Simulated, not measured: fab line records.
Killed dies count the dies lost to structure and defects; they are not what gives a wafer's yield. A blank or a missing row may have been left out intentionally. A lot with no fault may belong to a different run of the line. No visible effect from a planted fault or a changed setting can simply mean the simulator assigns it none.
Which of the tools did it? :: flow sky130 :: 45 wafers from 15 lots sampled at 2 of the route's 708 steps

## WHAT THE GAUGES SHOWED, per wafer
SKY_METAL3_OVL_MEAS_14.
lot: L242
measured: day 39 04:20
on: overlay-01
METAL3_OVL (nm): 2 8 -2

lot: L245
measured: day 40 05:34
on: overlay-01
METAL3_OVL (nm): 6 11 1

lot: L246
measured: day 40 06:31
on: overlay-01
METAL3_OVL (nm): 1 9 7

lot: L248
measured: day 40 17:52
on: overlay-01
METAL3_OVL (nm): 0 -1 6

lot: L247
measured: day 40 19:46
on: overlay-02
METAL3_OVL (nm): -1 17 13

lot: L251
measured: day 41 21:32
on: overlay-01
METAL3_OVL (nm): -2 14 19

lot: L253
measured: day 42 08:11
on: overlay-02
METAL3_OVL (nm): -2 12 6

lot: L256
measured: day 43 01:40
on: overlay-02
METAL3_OVL (nm): -6 -10 -9

lot: L258
measured: day 43 12:20
on: overlay-02
METAL3_OVL (nm): 6 8 7

lot: L259
measured: day 43 19:29
on: overlay-02
METAL3_OVL (nm): 3 8 8

lot: L260
measured: day 44 04:02
on: overlay-02
METAL3_OVL (nm): 1 2 -3

lot: L261
measured: day 44 05:37
on: overlay-01
METAL3_OVL (nm): 26 5 9

lot: L262
measured: day 44 15:17
on: overlay-02
METAL3_OVL (nm): -3 -5 -3

lot: L263
measured: day 44 23:34
on: overlay-01
METAL3_OVL (nm): 3 6 11

lot: L264
measured: day 45 04:11
on: overlay-02
METAL3_OVL (nm): 3 9 6

SKY_VIA3_OVL_MEAS_13.
lot: L242
measured: day 40 07:17
on: overlay-01
VIA3_OVL (nm): 6 3 11

lot: L245
measured: day 41 07:29
on: overlay-02
VIA3_OVL (nm): -9 -6 0

lot: L246
measured: day 41 08:45
on: overlay-01
VIA3_OVL (nm): -3 5 5

lot: L248
measured: day 41 19:19
on: overlay-01
VIA3_OVL (nm): 7 5 7

lot: L247
measured: day 41 21:25
on: overlay-02
VIA3_OVL (nm): -8 4 3

lot: L251
measured: day 42 22:35
on: overlay-01
VIA3_OVL (nm): -2 1 1

lot: L253
measured: day 43 08:38
on: overlay-01
VIA3_OVL (nm): -4 7 3

lot: L256
measured: day 44 01:33
on: overlay-02
VIA3_OVL (nm): 2 4 5

lot: L258
measured: day 44 12:03
on: overlay-02
VIA3_OVL (nm): 6 -3 7

lot: L259
measured: day 44 19:08
on: overlay-02
VIA3_OVL (nm): 2 -5 7

lot: L260
measured: day 45 03:01
on: overlay-01
VIA3_OVL (nm): 1 13 -6

lot: L261
measured: day 45 04:45
on: overlay-01
VIA3_OVL (nm): -3 5 4

lot: L262
measured: day 45 14:35
on: overlay-02
VIA3_OVL (nm): 2 -1 7

lot: L263
measured: day 45 22:26
on: overlay-02
VIA3_OVL (nm): -7 -6 5

lot: L264
measured: day 46 02:19
on: overlay-02
VIA3_OVL (nm): 6 -1 0

## WHAT TOOL EACH LOT RAN ON (gives the tool, then ch and the chambers of the sampled wafers, and finally the start)
There is no process step in the record ahead of these readings.

## WHAT THE TOOLS THEMSELVES READ (means of the sampled wafers that have a number; where no wafer has one, the mark that the record gives instead)
The record holds no such reading with a usual standard deviation.

## THE ANSWER, worked out from the rows above alone
Rule: the lots themselves supply what counts as usual. Put in order of their means at a reading, lots are off if they are a third of the lots or fewer, leave a main group of 4 or more, and stand apart from it by a gap of 3 or more times the standard deviation of the main group's means; of several such gaps the widest counts. A main group whose means are all the same, to the digits that the tables above print for the reading, isn't used. Also off: a lot with no number at a reading for which 4 or more lots have one. Where the step has rows for the other lots, those lots are counted as sound. First the gauges in route order, then the tools' own readings, where a lot's mean is used as printed above. The first step at which some lot is off is used, and at that step the reading that is off furthest; a lot without a number counts as furthest.
No lot is off on any of the readings shown, so nothing can be concluded from this.

## WHAT THE SIMULATOR PUT IN
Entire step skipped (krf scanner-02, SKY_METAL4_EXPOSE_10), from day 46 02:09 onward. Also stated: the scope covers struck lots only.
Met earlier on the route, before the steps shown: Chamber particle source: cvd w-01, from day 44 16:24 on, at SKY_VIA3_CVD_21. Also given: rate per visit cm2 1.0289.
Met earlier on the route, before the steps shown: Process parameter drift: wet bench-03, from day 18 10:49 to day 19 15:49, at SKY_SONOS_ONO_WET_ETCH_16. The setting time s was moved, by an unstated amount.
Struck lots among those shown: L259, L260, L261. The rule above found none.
